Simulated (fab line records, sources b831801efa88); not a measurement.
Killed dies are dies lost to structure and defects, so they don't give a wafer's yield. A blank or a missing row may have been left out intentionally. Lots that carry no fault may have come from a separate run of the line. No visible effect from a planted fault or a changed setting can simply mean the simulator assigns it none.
One fault through the eyes of 2 desks + flow gf180mcu + every desk sees just its own numbers, and what lay behind them comes last

## METROLOGY DESK
Lot by lot, what the gauges showed, no matter which tool ran the lot: averages of those sampled wafers that carry a number. The brackets show how far a lot's mean lies from the usual mean; more than 4 standard deviations puts the lot out of limits, marked OUT.
Columns: A = cd_nm at GF_M3_CD_MEAS_14, usual 279.7 nm; B = V3_CVD_02_THK at GF_V3_THK_MEAS_03, usual 850 nm; C = cd_nm at GF_M4_CD_MEAS_14, usual 279.5 nm
| lot  | first seen here | A     | B   | C     |
|------|-----------------|-------|-----|-------|
| L695 | day 21 06:53    | 278.6 | 853 | 279.3 |
| L696 | day 21 17:22    | 282.5 | 850 | 279.3 |
| L697 | day 22 06:40    | 279.7 | 835 | 280.3 |
| L700 | day 23 04:07    | 279.0 | 858 | 280.0 |
| L701 | day 23 13:44    | 280.6 | 842 | 278.9 |
| L705 | day 25 07:08    | 280.0 | 854 | 280.6 |
| L707 | day 25 19:13    | 280.5 | 847 | 277.0 |
| L710 | day 26 22:59    | 279.4 | 845 | 278.0 |
| L713 | day 27 11:35    | 277.8 | 851 | 278.4 |
| L715 | day 28 03:26    | 278.3 | 849 | 280.8 |
| L716 | day 28 08:10    | 278.5 | 852 | 280.9 |
| L717 | day 28 14:23    | 280.7 | 845 | 282.0 |
| L718 | day 28 22:04    | 280.3 | 837 | 279.6 |
This desk found nothing out of limits on any of the 13 lots.

## FOR THE TOOL OWNER'S DESK: rie_diel-02
The tool's own readings at GF_V4_ETCH_16 (etches BARC in N2/H2): means of the sampled wafers that have a number, for each lot that ran on this tool. The brackets show how far a lot's mean lies from the usual mean; more than 4 standard deviations puts the lot out of limits, marked OUT.
Columns: A = chamber_pressure_mTorr at GF_V4_ETCH_16, usual 30.002 mTorr; B = drypump_motor_current_A at GF_V4_ETCH_16, usual 5.8 A; C = oes_product_au at GF_V4_ETCH_16, usual 0.854 a.u.; D = throttle_valve_pct at GF_V4_ETCH_16, usual 13.226 %
| lot  | first seen here | A                        | B   | C     | D      |
|------|-----------------|--------------------------|-----|-------|--------|
| L705 | day 28 02:16    | 30.033                   | 6.3 | 0.857 | 13.227 |
| L707 | day 28 11:31    | 30.016                   | 6.3 | 0.851 | 13.229 |
| L710 | day 29 13:46    | 24.003 (-99 or more) OUT | 6.5 | 0.853 | 13.224 |
| L713 | day 30 03:13    | 23.988 (-99 or more) OUT | 5.8 | 0.847 | 13.226 |
This desk finds L710, L713 out of limits, L710 being first, at day 29 13:46 (chamber_pressure_mTorr at GF_V4_ETCH_16). L705, L707 stayed within limits.

## PUT TOGETHER
An alarm could have come from the tool owner's desk at day 29 13:46, on L710, L713.
Nothing out of limits was seen by the metrology desk.
The metrology desk has L710, L713 on record, within its limits.
The lots listed all ran GF_V4_ETCH_16 on rie_diel-02.

## WHAT WAS PUT IN BY THE SIMULATOR
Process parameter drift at GF_V4_ETCH_16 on rie_diel-02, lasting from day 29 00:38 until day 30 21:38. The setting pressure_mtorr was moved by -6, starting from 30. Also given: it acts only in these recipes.
Lots struck among those shown: L710, L713.
Each desk's first reading out of limits, in hours after the fault started: the tool owner's desk, 13.
